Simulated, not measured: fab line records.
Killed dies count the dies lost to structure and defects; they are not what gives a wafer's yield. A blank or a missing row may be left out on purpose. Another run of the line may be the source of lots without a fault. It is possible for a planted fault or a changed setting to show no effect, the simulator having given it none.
Chamber matching :: flow gf180mcu :: GF_POLY_GATE_ETCH_12 on rie-diel-03: 4 sister chambers
The step etches BARC in N2/H2. 14 wafers are shown with their chamber, then 7 later ones without.

## WAFERS, EACH WITH ITS CHAMBER
wafer: L586.1
chamber: 2
drypump-motor-current-A (A): 4.9
throttle-valve-pct (%): 13.212
oes-product-au (a.u.): 0.730

wafer: L586.2
chamber: 1
drypump-motor-current-A (A): 4.9
throttle-valve-pct (%): 13.207
oes-product-au (a.u.): 0.736

wafer: L586.6
chamber: 2
drypump-motor-current-A (A): 4.8
throttle-valve-pct (%): 13.216
oes-product-au (a.u.): 0.741

wafer: L592.1
chamber: 1
drypump-motor-current-A (A): 5.0
throttle-valve-pct (%): 13.215
oes-product-au (a.u.): 0.736

wafer: L592.5
chamber: 3
drypump-motor-current-A (A): 5.8
throttle-valve-pct (%): 13.212
oes-product-au (a.u.): 0.737

wafer: L592.6
chamber: 0
drypump-motor-current-A (A): 5.9
throttle-valve-pct (%): 13.234
oes-product-au (a.u.): 0.744

wafer: L594.3
chamber: 3
drypump-motor-current-A (A): 5.9
throttle-valve-pct (%): 13.206
oes-product-au (a.u.): 0.731

wafer: L595.4
chamber: 1
drypump-motor-current-A (A): 4.9
throttle-valve-pct (%): 13.226
oes-product-au (a.u.): 0.734

wafer: L595.5
chamber: 0
drypump-motor-current-A (A): 5.9
throttle-valve-pct (%): 13.200
oes-product-au (a.u.): 0.734

wafer: L595.6
chamber: 3
drypump-motor-current-A (A): 5.9
throttle-valve-pct (%): 13.232
oes-product-au (a.u.): 0.732

wafer: L596.1
chamber: 3
drypump-motor-current-A (A): 5.9
throttle-valve-pct (%): 13.203
oes-product-au (a.u.): 0.742

wafer: L596.2
chamber: 1
drypump-motor-current-A (A): 4.9
throttle-valve-pct (%): 13.216
oes-product-au (a.u.): 0.739

wafer: L596.4
chamber: 2
drypump-motor-current-A (A): 4.9
throttle-valve-pct (%): 13.206
oes-product-au (a.u.): 0.737

wafer: L601.2
chamber: 0
drypump-motor-current-A (A): 5.9
throttle-valve-pct (%): 13.212
oes-product-au (a.u.): 0.732

SIGNATURES (means of the wafers above)
reading: drypump-motor-current-A
chamber 0: 5.900
chamber 1: 4.925
chamber 2: 4.867
chamber 3: 5.875
scatter within a chamber: 0.0465

reading: throttle-valve-pct
chamber 0: 13.21533
chamber 1: 13.21600
chamber 2: 13.21133
chamber 3: 13.21325
scatter within a chamber: 0.0116

reading: oes-product-au
chamber 0: 0.73667
chamber 1: 0.73625
chamber 2: 0.73600
chamber 3: 0.73550
scatter within a chamber: 0.00484
Rule: for each reading, subtract the chamber's mean from the wafer's reading, divide by that reading's scatter and square the result; add these up over the readings and take the root, which gives the wafer's distance from the chamber. The wafer belongs to the nearest chamber; if the next one is less than 2 further off, it can't be placed. The scatter: the root of (the sum of the squares of (reading less its chamber's mean) over the shown wafers, divided by (wafers less chambers)).

## WAFERS WITHOUT THEIR CHAMBER
wafer: L601.5
drypump-motor-current-A (A): 4.9
throttle-valve-pct (%): 13.239
oes-product-au (a.u.): 0.739

wafer: L604.2
drypump-motor-current-A (A): 4.9
throttle-valve-pct (%): 13.231
oes-product-au (a.u.): 0.731

wafer: L604.5
drypump-motor-current-A (A): 4.9
throttle-valve-pct (%): 13.210
oes-product-au (a.u.): 0.737

wafer: L604.6
drypump-motor-current-A (A): 5.9
throttle-valve-pct (%): 13.213
oes-product-au (a.u.): 0.731

wafer: L606.1
drypump-motor-current-A (A): 5.8
throttle-valve-pct (%): 13.222
oes-product-au (a.u.): 0.739

wafer: L606.2
drypump-motor-current-A (A): 4.9
throttle-valve-pct (%): 13.221
oes-product-au (a.u.): 0.738

wafer: L606.3
drypump-motor-current-A (A): 4.8
throttle-valve-pct (%): 13.203
oes-product-au (a.u.): 0.738

## CHAMBER TAKEN BY EACH
wafer: L601.5
from the rows above: can't be placed: 1 or 2
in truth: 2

wafer: L604.2
from the rows above: can't be placed: 1 or 2
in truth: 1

wafer: L604.5
from the rows above: can't be placed: 2 or 1
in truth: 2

wafer: L604.6
from the rows above: can't be placed: 3 or 0
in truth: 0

wafer: L606.1
from the rows above: can't be placed: 3 or 0
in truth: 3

wafer: L606.2
from the rows above: can't be placed: 1 or 2
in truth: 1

wafer: L606.3
from the rows above: can't be placed: 2 or 1
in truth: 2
Correct placement for 0 of the 7. Can't be placed from these rows: 7 (the true chamber is among the candidates in 7). Wrongly placed: 0.
